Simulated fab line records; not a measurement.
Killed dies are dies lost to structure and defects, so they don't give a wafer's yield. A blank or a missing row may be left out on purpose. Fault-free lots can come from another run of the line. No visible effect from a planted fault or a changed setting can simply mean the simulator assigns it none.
Which tool is to blame? :: flow sfq_line :: 42 wafers from 14 lots sampled at 2 of the route's 325 steps

## WHAT THE GAUGES SHOWED, per wafer
The record lacks any reading of a measuring or inspecting step that a usual standard deviation could be used to judge.

## TOOL THAT RAN EACH LOT (tool first, then ch and the chambers of the sampled wafers, then the start)
lot: L347
SFQ_TRILAYER_L0_LITHO_EXPOSE_006: krf_scanner-02 ch 0, day 2 09:05
SFQ_TRILAYER_L0_VIA_LITHO_EXPOSE_014: krf_scanner-02 ch 0, day 4 20:40

lot: L348
SFQ_TRILAYER_L0_LITHO_EXPOSE_006: krf_scanner-02 ch 0, day 2 11:41
SFQ_TRILAYER_L0_VIA_LITHO_EXPOSE_014: krf_scanner-02 ch 0, day 4 22:04

lot: L349
SFQ_TRILAYER_L0_LITHO_EXPOSE_006: krf_scanner-02 ch 0, day 4 05:43
SFQ_TRILAYER_L0_VIA_LITHO_EXPOSE_014: krf_scanner-02 ch 0, day 7 15:11

lot: L351
SFQ_TRILAYER_L0_LITHO_EXPOSE_006: krf_scanner-01 ch 0, day 5 04:12
SFQ_TRILAYER_L0_VIA_LITHO_EXPOSE_014: krf_scanner-01 ch 0, day 8 21:14

lot: L353
SFQ_TRILAYER_L0_LITHO_EXPOSE_006: krf_scanner-01 ch 0, day 5 15:12
SFQ_TRILAYER_L0_VIA_LITHO_EXPOSE_014: krf_scanner-01 ch 0, day 9 08:14

lot: L354
SFQ_TRILAYER_L0_LITHO_EXPOSE_006: krf_scanner-01 ch 0, day 5 20:48
SFQ_TRILAYER_L0_VIA_LITHO_EXPOSE_014: krf_scanner-01 ch 0, day 9 16:14

lot: L355
SFQ_TRILAYER_L0_LITHO_EXPOSE_006: krf_scanner-01 ch 0, day 6 02:48
SFQ_TRILAYER_L0_VIA_LITHO_EXPOSE_014: krf_scanner-01 ch 0, day 10 03:02

lot: L356
SFQ_TRILAYER_L0_LITHO_EXPOSE_006: krf_scanner-01 ch 0, day 6 08:48
SFQ_TRILAYER_L0_VIA_LITHO_EXPOSE_014: krf_scanner-01 ch 0, day 10 09:02

lot: L357
SFQ_TRILAYER_L0_LITHO_EXPOSE_006: krf_scanner-01 ch 0, day 6 16:00
SFQ_TRILAYER_L0_VIA_LITHO_EXPOSE_014: krf_scanner-02 ch 0, day 10 16:34

lot: L359
SFQ_TRILAYER_L0_LITHO_EXPOSE_006: krf_scanner-02 ch 0, day 7 06:35
SFQ_TRILAYER_L0_VIA_LITHO_EXPOSE_014: krf_scanner-02 ch 0, day 11 08:24

lot: L363
SFQ_TRILAYER_L0_LITHO_EXPOSE_006: krf_scanner-01, day 8 11:38
SFQ_TRILAYER_L0_VIA_LITHO_EXPOSE_014: krf_scanner-01, day 12 14:31

lot: L364
SFQ_TRILAYER_L0_LITHO_EXPOSE_006: krf_scanner-01, day 8 18:38
SFQ_TRILAYER_L0_VIA_LITHO_EXPOSE_014: krf_scanner-01, day 12 22:43

lot: L367
SFQ_TRILAYER_L0_LITHO_EXPOSE_006: krf_scanner-01 ch 0, day 9 06:50
SFQ_TRILAYER_L0_VIA_LITHO_EXPOSE_014: krf_scanner-02 ch 0, day 13 18:02

lot: L369
SFQ_TRILAYER_L0_LITHO_EXPOSE_006: krf_scanner-01 ch 0, day 9 21:02
SFQ_TRILAYER_L0_VIA_LITHO_EXPOSE_014: krf_scanner-02 ch 0, day 14 05:50
- SFQ_TRILAYER_L0_LITHO_EXPOSE_006: exposes mask L0, target cd 2000 nm.
- SFQ_TRILAYER_L0_VIA_LITHO_EXPOSE_014: exposes mask L0V, target cd 700 nm.

## WHAT THE TOOLS THEMSELVES READ (means of the sampled wafers that have a number; where no wafer has one, the mark that the record gives instead)
SFQ_TRILAYER_L0_LITHO_EXPOSE_006.
lot: L347
tool: krf_scanner-02
exposure_dose_mJ_cm2: 14.390
focus_offset_nm (nm): -0.5

lot: L348
tool: krf_scanner-02
exposure_dose_mJ_cm2: 14.386
focus_offset_nm (nm): -0.2

lot: L349
tool: krf_scanner-02
exposure_dose_mJ_cm2: 14.376
focus_offset_nm (nm): 0.5

lot: L351
tool: krf_scanner-01
exposure_dose_mJ_cm2: 14.404
focus_offset_nm (nm): 0.4

lot: L353
tool: krf_scanner-01
exposure_dose_mJ_cm2: 14.402
focus_offset_nm (nm): -0.1

lot: L354
tool: krf_scanner-01
exposure_dose_mJ_cm2: 14.397
focus_offset_nm (nm): 0.4

lot: L355
tool: krf_scanner-01
exposure_dose_mJ_cm2: 14.394
focus_offset_nm (nm): 0.3

lot: L356
tool: krf_scanner-01
exposure_dose_mJ_cm2: 14.398
focus_offset_nm (nm): -0.1

lot: L357
tool: krf_scanner-01
exposure_dose_mJ_cm2: 14.398
focus_offset_nm (nm): -0.5

lot: L359
tool: krf_scanner-02
exposure_dose_mJ_cm2: 14.389
focus_offset_nm (nm): 0.2

lot: L363
tool: krf_scanner-01
exposure_dose_mJ_cm2: -
focus_offset_nm (nm): -

lot: L364
tool: krf_scanner-01
exposure_dose_mJ_cm2: -
focus_offset_nm (nm): -

lot: L367
tool: krf_scanner-01
exposure_dose_mJ_cm2: 14.384
focus_offset_nm (nm): 0.2

lot: L369
tool: krf_scanner-01
exposure_dose_mJ_cm2: 14.386
focus_offset_nm (nm): 0.6

SFQ_TRILAYER_L0_VIA_LITHO_EXPOSE_014.
lot: L347
tool: krf_scanner-02
exposure_dose_mJ_cm2: 21.272
focus_offset_nm (nm): 0.2

lot: L348
tool: krf_scanner-02
exposure_dose_mJ_cm2: 21.310
focus_offset_nm (nm): 0.4

lot: L349
tool: krf_scanner-02
exposure_dose_mJ_cm2: 21.285
focus_offset_nm (nm): -0.3

lot: L351
tool: krf_scanner-01
exposure_dose_mJ_cm2: 21.339
focus_offset_nm (nm): -0.3

lot: L353
tool: krf_scanner-01
exposure_dose_mJ_cm2: 21.271
focus_offset_nm (nm): -0.3

lot: L354
tool: krf_scanner-01
exposure_dose_mJ_cm2: 21.308
focus_offset_nm (nm): 0.5

lot: L355
tool: krf_scanner-01
exposure_dose_mJ_cm2: 21.329
focus_offset_nm (nm): -0.3

lot: L356
tool: krf_scanner-01
exposure_dose_mJ_cm2: 21.289
focus_offset_nm (nm): 0.5

lot: L357
tool: krf_scanner-02
exposure_dose_mJ_cm2: 21.305
focus_offset_nm (nm): -0.1

lot: L359
tool: krf_scanner-02
exposure_dose_mJ_cm2: 21.283
focus_offset_nm (nm): -0.4

lot: L363
tool: krf_scanner-01
exposure_dose_mJ_cm2: -
focus_offset_nm (nm): -

lot: L364
tool: krf_scanner-01
exposure_dose_mJ_cm2: -
focus_offset_nm (nm): -

lot: L367
tool: krf_scanner-02
exposure_dose_mJ_cm2: 21.290
focus_offset_nm (nm): 0.1

lot: L369
tool: krf_scanner-02
exposure_dose_mJ_cm2: 21.280
focus_offset_nm (nm): 0.8

## THE ANSWER, worked out from the rows above alone
Rule: usual is defined by the lots themselves. The widest of any qualifying gaps counts: lots, ordered by their means at a reading, are off when they make up no more than a third of the lots, leave a main group of 4 or more, and stand apart from it by 3 or more times the standard deviation of that group's means. A main group is skipped when, at the precision printed for the reading in the tables above, its means are all equal. Also off: a lot with no number at a reading for which 4 or more lots have one. All remaining lots with rows at the step are treated as sound. First the gauges in route order, then the tools' own readings, where a lot's mean is used as printed above. The first step at which some lot is off is used, and at that step the reading that is off furthest; a lot without a number counts as furthest.
Off: L363, L364 (SFQ_TRILAYER_L0_LITHO_EXPOSE_006, exposure_dose_mJ_cm2). Without a number there: L363, L364. The main group: mean 14.392, standard deviation 0.0079.
If a tool, at that step or one of the process steps before it, ran each lot that is off and ran no sound lot following the first of them, it fits. No candidate that was tried fits.

## WHAT THE SIMULATOR HAD PUT IN
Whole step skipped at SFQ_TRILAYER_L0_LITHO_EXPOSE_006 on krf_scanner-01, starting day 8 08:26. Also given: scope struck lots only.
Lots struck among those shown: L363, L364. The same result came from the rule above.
